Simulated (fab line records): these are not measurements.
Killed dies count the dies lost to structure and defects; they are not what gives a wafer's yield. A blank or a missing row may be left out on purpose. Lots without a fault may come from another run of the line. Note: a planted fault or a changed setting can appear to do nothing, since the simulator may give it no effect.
One fault through the eyes of 2 desks || flow gf180mcu || each desk has only its own numbers; what lay behind them comes last

THE METROLOGY DESK
What the gauges read, lot by lot, whatever tool the lot ran on: means of the sampled wafers that have a number. If a lot's mean is further than 4 standard deviations from the usual mean, the lot is out of limits and carries the mark OUT (the distance appears in the brackets).
Columns: A = V4_W_RS at GF_V4_RS_MEAS_24, usual 0.330 ohm/sq; B = V4_W_THK at GF_V4_THK_MEAS_25, usual 337 nm; C = MIM_CVD_05_THK at GF_MIM_THK_MEAS_06, usual 42.0 nm; D = MIM_ALCU_RS at GF_MIM_RS_MEAS_10, usual 0.1614 ohm/sq; E = MIM_ALCU_THK at GF_MIM_THK_MEAS_11, usual 197.8 nm; F = cd nm at GF_M5_CD_MEAS_07, usual 279.8 nm; G = M5_OVL at GF_M5_OVL_MEAS_08, usual 0 nm
{"lot": "L914", "first seen here": "day 25 17:04", "A": 0.335, "B": 332, "C": 41.7, "D": 0.1637, "E": 194.7, "F": 280.1, "G": 3}
{"lot": "L915", "first seen here": "day 25 23:14", "A": 0.322, "B": 346, "C": 42.2, "D": 0.1618, "E": 198.9, "F": 280.0, "G": 0}
{"lot": "L917", "first seen here": "day 26 17:44", "A": 0.333, "B": 333, "C": 41.8, "D": 0.1619, "E": 195.9, "F": 280.9, "G": -1}
{"lot": "L925", "first seen here": "day 29 06:40", "A": 0.333, "B": 336, "C": 41.9, "D": 0.1623, "E": 196.2, "F": 279.6, "G": 1}
{"lot": "L927", "first seen here": "day 29 16:07", "A": 0.331, "B": 338, "C": 41.9, "D": 0.1602, "E": 199.1, "F": 279.2, "G": 0}
{"lot": "L929", "first seen here": "day 30 01:03", "A": 0.335, "B": 335, "C": 42.0, "D": 0.1603, "E": 199.1, "F": 279.1, "G": 2}
Finding of this desk: none of the 6 lots has anything out of limits.

THE TOOL OWNER'S DESK: pvd sputter-02
The tool's own readings at GF_MIM_SPUTTER_02 (material AlCu, target thk 450 nm, time 23.9 s): means of the sampled wafers that have a number, for each lot that ran on this tool. If a lot's mean is further than 4 standard deviations from the usual mean, the lot is out of limits and carries the mark OUT (the distance appears in the brackets).
Columns: A = cathode dc power W at GF_MIM_SPUTTER_02, usual 10600 W; B = throttle valve pct at GF_MIM_SPUTTER_02, usual 30.0 %
{"lot": "L915", "first seen here": "day 25 23:49", "A": 10600, "B": 31.0}
{"lot": "L917", "first seen here": "day 26 18:20", "A": 10599, "B": 30.6}
{"lot": "L929", "first seen here": "day 30 01:37", "A": 10598, "B": 31.2}
Finding of this desk: none of the 3 lots has anything out of limits.

PUT TOGETHER
Metrology desk: nothing out of limits seen.
The desk of the tool owner found nothing out of limits.

WHAT WAS PUT IN BY THE SIMULATOR
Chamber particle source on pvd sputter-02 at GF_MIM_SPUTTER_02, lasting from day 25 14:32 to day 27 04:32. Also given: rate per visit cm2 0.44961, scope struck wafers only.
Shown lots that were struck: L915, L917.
